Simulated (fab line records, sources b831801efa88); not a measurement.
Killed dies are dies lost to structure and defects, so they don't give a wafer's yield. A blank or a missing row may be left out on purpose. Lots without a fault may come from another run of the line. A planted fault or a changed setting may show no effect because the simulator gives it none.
Chamber matching | flow sky130 | SKY_PASSIVATION_CVD_00 on pecvd-04: 3 sister chambers
The step deposits SiO2, target thk 90 nm. 3 wafers are shown with their chamber, then 7 later ones without.

WAFERS WITH THEIR CHAMBER
wafer  | chamber | heater_power_w (W)
L598.3 | 0       | 716
L598.6 | 2       | 658
L599.5 | 1       | 686

WAFERS WITHOUT THEIR CHAMBER
wafer  | heater_power_w (W)
L599.6 | 619
L603.4 | 667
L603.5 | 609
L603.6 | 698
L605.2 | 807
L605.3 | 708
L605.5 | 721

WHICH CHAMBER EACH WENT THROUGH
wafer  | from the rows above          | in truth
L599.6 | can't be placed: 2 or 1 or 0 | 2
L603.4 | can't be placed: 2 or 1 or 0 | 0
L603.5 | can't be placed: 2 or 1 or 0 | 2
L603.6 | can't be placed: 1 or 0 or 2 | 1
L605.2 | can't be placed: 0 or 1 or 2 | 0
L605.3 | can't be placed: 0 or 1 or 2 | 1
L605.5 | can't be placed: 0 or 1 or 2 | 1
Placed correctly: 0 of 7. Can't be placed from these rows: 7 (the true chamber is among the candidates in 7). Placed wrongly: 0.
How it was worked out, from the rows above alone: a wafer's distance from a chamber is the root of the sum, over the readings, of the square of ((its reading less the chamber's mean) divided by the reading's scatter). The wafer belongs to the nearest chamber; if the next one is less than 2 further off, it can't be placed. A chamber's mean is the mean of its shown wafers. The scatter: with one shown wafer a chamber, the root of the mean of the squares of how far each hidden wafer lies from its nearest shown one.
